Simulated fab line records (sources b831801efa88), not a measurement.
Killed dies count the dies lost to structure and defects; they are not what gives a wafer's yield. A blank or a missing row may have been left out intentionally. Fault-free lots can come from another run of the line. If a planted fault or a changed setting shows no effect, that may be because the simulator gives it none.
Struck lot and sound lot, side by side ; flow sfq line ; 28 out of 325 route steps
Sound: these wafers, L695.2, L695.5, L695.6. Struck: wafer L694.2. (L694.5, L694.6 of the same lot were not struck and are left out.) The cause comes at the end.
At each step with rows: each side's tool, then ch and its chambers, then its first start. Under that, the readings that differ: sound wafers ; struck wafers ; difference of the means ; sigmas: that difference in standard deviations of wafers without a fault.
alike: readings with means less than 2 such deviations apart, plus words and numbers identical on both sides. not compared: withheld readings, readings lacking a value on some wafer, bounds such as >300 that could conceal the same value, and numbers that have no deviation in the record and whose values overlap.
The two part at a step that has a row with sigmas, a row that says differs or no value, or rows on one side only. Non-overlapping numbers with no deviation appear without sigmas and do not part them. A reading missing from all wafers of one side parts the sides only when that side holds two or more wafers.

first, 6 steps without rows for these wafers: SFQ_TRILAYER_M6_LITHO_COAT_164 (resist thk 62 nm); SFQ_TRILAYER_M6_LITHO_COAT_159 (resist thk 600 nm); SFQ_TRILAYER_M6_LITHO_SOFTBAKE_163; SFQ_TRILAYER_M6_LITHO_EXPOSE_160 (exposes mask M6, target cd 500 nm); SFQ_TRILAYER_M6_LITHO_PEB_162 (peb time 60 s); SFQ_TRILAYER_M6_LITHO_DEVELOP_161 (time 60 s).
SFQ_M6_OVL_MEAS_940:
  struck on overlay-02, day 77 01:59; sound on overlay-02, day 77 07:59
  alike: M6_OVL
then, 2 steps without rows for these wafers: SFQ_TRILAYER_M6_BARC_OPEN_METAL_ETCH_206 (etches BARC in O2, target depth 125 nm, time 41.7 s); SFQ_TRILAYER_M6_ETCH_METAL_ETCH_162 (etches Nb in Cl2/Ar, stops on SiO2, target depth 240 nm, time 120 s).
SFQ_TRILAYER_M6_STRIP_STRIP_163: strips in O2.
  sound on rie metal-04 ch 0,1, day 77 08:11; struck on rie metal-01 ch 0, day 77 02:11
  alike: chamber pressure mTorr, drypump motor current A, oes product au
  not compared: rf hours counter h
then, 1 step without rows for these wafers: SFQ_TRILAYER_M6_STRIP_SOLV_CLEAN_164 (cleans in NMP, time 600 s).
SFQ_TRILAYER_I6_DEP_PECVD_165: deposits SiO2 from SiH4/N2O, time 111.11 s, target thk 500 nm.
  sound on pecvd-01 ch 0,2, day 77 08:59; struck on pecvd-01 ch 2, day 77 03:08
  alike: heater power w, susceptor temp C, throttle valve pct
SFQ_TRILAYER_I6_CMP_CMP_166: polishes SiO2.
  sound on cmp-02 ch 0,1, day 77 11:50; struck on cmp-01 ch 0, day 77 06:03
reading;sound;struck;difference;sigmas
slurry flow ml min;150.6 151.1 150.2;149.5;-1.1;-3
model.SiO2_of_TRILAYER_I6_DEP_PECVD_165.thk nm (nm);199.2 197.8 198.1;219.8;+21.4;
  alike: motor current A, time to endpoint s
SFQ_I6_BOW_MEAS_941:
  struck on film metro-04, day 77 08:34; sound on film metro-01, day 77 14:52
  alike: I6_BOW
SFQ_TRILAYER_I6_METRO_MEASURE_167:
  struck on film metro-04, day 77 08:52; sound on film metro-01, day 77 15:10
reading;sound;struck;difference;sigmas
thk nm (nm);199.0 197.7 198.1;219.7;+21.4;+23
then, 6 steps without rows for these wafers: SFQ_TRILAYER_I6_VIA_LITHO_COAT_174 (resist thk 62 nm); SFQ_TRILAYER_I6_VIA_LITHO_COAT_169 (resist thk 650 nm); SFQ_TRILAYER_I6_VIA_LITHO_SOFTBAKE_173; SFQ_TRILAYER_I6_VIA_LITHO_EXPOSE_170 (exposes mask I6, target cd 700 nm); SFQ_TRILAYER_I6_VIA_LITHO_PEB_172 (peb time 60 s); SFQ_TRILAYER_I6_VIA_LITHO_DEVELOP_171 (time 60 s).
SFQ_I6_OVL_MEAS_942:
  struck on overlay-01, day 79 02:16; sound on overlay-01, day 79 07:04
  alike: I6_OVL
SFQ_TRILAYER_I6_VIA_BARC_OPEN_VIA_ETCH_235: etches BARC in O2, target depth 125 nm, time 41.7 s.
  sound on rie diel-03 ch 1,3, day 79 07:05; struck on rie diel-02 ch 2, day 79 02:17
reading;sound;struck;difference;sigmas
oes product au (a.u.);0.673 0.682 0.680;0.688;+0.010;+2
  alike: bias w, chamber pressure mTorr, drypump motor current A
  not compared: rf hours counter h
SFQ_TRILAYER_I6_VIA_ETCH_VIA_ETCH_172: etches SiO2 in CHF3, stops on Nb, target depth 260 nm.
  sound on rie diel-03 ch 1,3, day 79 07:08; struck on rie diel-02 ch 2, day 79 02:20
reading;sound;struck;difference;sigmas
oes product au (a.u.);0.847 0.852 0.847;0.897;+0.048;+10
model.etch.depth nm (nm);199.2 197.8 198.1;219.8;+21.4;
model.I6.feature depth nm (nm);199.2 197.8 198.1;219.8;+21.4;
  alike: bias w, chamber pressure mTorr, drypump motor current A
SFQ_TRILAYER_I6_VIA_STRIP_STRIP_173: strips in O2.
  sound on rie metal-02 ch 0,1, day 79 07:15; struck on rie metal-04 ch 0, day 79 02:27
  alike: chamber pressure mTorr, drypump motor current A, oes product au
  not compared: rf hours counter h
then, 1 step without rows for these wafers: SFQ_TRILAYER_I6_VIA_STRIP_SOLV_CLEAN_174 (cleans in NMP, time 600 s).
SFQ_TRILAYER_M7_DEP_PRE_CLEAN_176: time 22.5 s.
  struck on pvd sputter-05, day 79 03:13; sound on pvd sputter-04, day 79 08:01
reading;sound;struck;difference;sigmas
model.SiO2_of_TRILAYER_I6_DEP_PECVD_165.thk nm (nm);191.7 190.3 190.6;212.3;+21.4;
SFQ_TRILAYER_M7_DEP_SPUTTER_175: material Nb, target thk 200 nm, time 133.3 s.
  struck on pvd sputter-05, day 79 03:15; sound on pvd sputter-04, day 79 08:03
  alike: throttle valve pct

WHERE THEY PART
Earliest at SFQ_TRILAYER_I6_CMP_CMP_166; latest, in this record, at SFQ_TRILAYER_I6_VIA_ETCH_VIA_ETCH_172. Later steps at which nothing parts them and some readings are alike: SFQ_TRILAYER_I6_VIA_STRIP_STRIP_173, SFQ_TRILAYER_M7_DEP_SPUTTER_175.

WHY: the cause the simulator had injected
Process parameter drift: cmp-01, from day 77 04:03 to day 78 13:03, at SFQ_TRILAYER_I6_CMP_CMP_166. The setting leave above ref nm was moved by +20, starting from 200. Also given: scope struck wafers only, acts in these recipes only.
